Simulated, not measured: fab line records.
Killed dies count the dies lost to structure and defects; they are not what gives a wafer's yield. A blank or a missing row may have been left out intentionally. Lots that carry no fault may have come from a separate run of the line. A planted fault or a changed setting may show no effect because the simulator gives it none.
A single fault, viewed from 2 desks | flow sky130 | what lay behind the numbers comes last; until then each desk has only its own

== FROM THE METROLOGY DESK ==
What the gauges read for every lot (on any tool): the sampled wafers with a number, averaged. Any lot whose mean is over 4 standard deviations away from the usual mean is out of limits and marked OUT; that distance is given in the brackets.
Columns: A = VIA2_BOW at SKY_VIA2_BOW_MEAS_03, usual 86 um; B = cdNm at SKY_VIA2_CD_MEAS_12, usual 200.0 nm; C = VIA2_OVL at SKY_VIA2_OVL_MEAS_13, usual 1 nm
lot  | first seen here | A  | B     | C
L648 | day 36 01:53    | 98 | 200.4 | 4
L654 | day 38 21:25    | 89 | 197.7 | 2
L656 | day 39 06:17    | 88 | 200.0 | 3
L657 | day 39 07:43    | 96 | 201.2 | 4
L662 | day 40 14:08    | 88 | 197.8 | -5
L663 | day 40 19:25    | 91 | 200.5 | -4
This desk found nothing out of limits on any of the 6 lots.

== TOOL OWNER'S DESK, rieDiel-02 ==
The tool's own readings at SKY_VIA2_ETCH_14 (etches BARC in N2/H2, stops on SiO2, time 45.9 s, target depth 60 nm): means of the sampled wafers that have a number, for each lot that ran on this tool. Any lot whose mean is over 4 standard deviations away from the usual mean is out of limits and marked OUT; that distance is given in the brackets.
Columns: A = chamberPressureMTorr at SKY_VIA2_ETCH_14, usual 29.999 mTorr; B = drypumpMotorCurrentA at SKY_VIA2_ETCH_14, usual 5.8 A; C = oesProductAu at SKY_VIA2_ETCH_14, usual 0.854 a.u.; D = runLengthS at SKY_VIA2_ETCH_14, usual 73.9 s; E = throttleValvePct at SKY_VIA2_ETCH_14, usual 13.224 %
lot  | first seen here | A      | B   | C               | D              | E
L654 | day 39 21:49    | 29.984 | 5.5 | 0.853           | 73.9           | 13.225
L656 | day 40 07:01    | 29.978 | 5.9 | 0.939 (+18) OUT | 68.9 (-11) OUT | 13.233
L657 | day 40 08:37    | 30.009 | 5.9 | 0.941 (+18) OUT | 69.0 (-11) OUT | 13.224
This desk finds L656, L657 out of limits, L656 being first, at day 40 07:01 (oesProductAu at SKY_VIA2_ETCH_14). L654 stayed within limits.

== BROUGHT TOGETHER ==
The tool owner's desk could have raised an alarm at day 40 07:01, on L656, L657.
At the metrology desk, nothing out of limits was observed.
The metrology desk has L656, L657 on record, within its limits.
Every lot named ran SKY_VIA2_ETCH_14 on rieDiel-02.

== WHAT HAD BEEN PUT IN BY THE SIMULATOR ==
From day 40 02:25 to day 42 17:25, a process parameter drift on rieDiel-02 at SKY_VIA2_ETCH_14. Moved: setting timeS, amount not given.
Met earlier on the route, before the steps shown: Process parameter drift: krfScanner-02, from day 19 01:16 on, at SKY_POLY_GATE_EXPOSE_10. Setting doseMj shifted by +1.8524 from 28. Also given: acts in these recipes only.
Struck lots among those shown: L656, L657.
Time in hours from fault onset to the first out-of-limits reading at each desk: the tool owner's desk, 5.
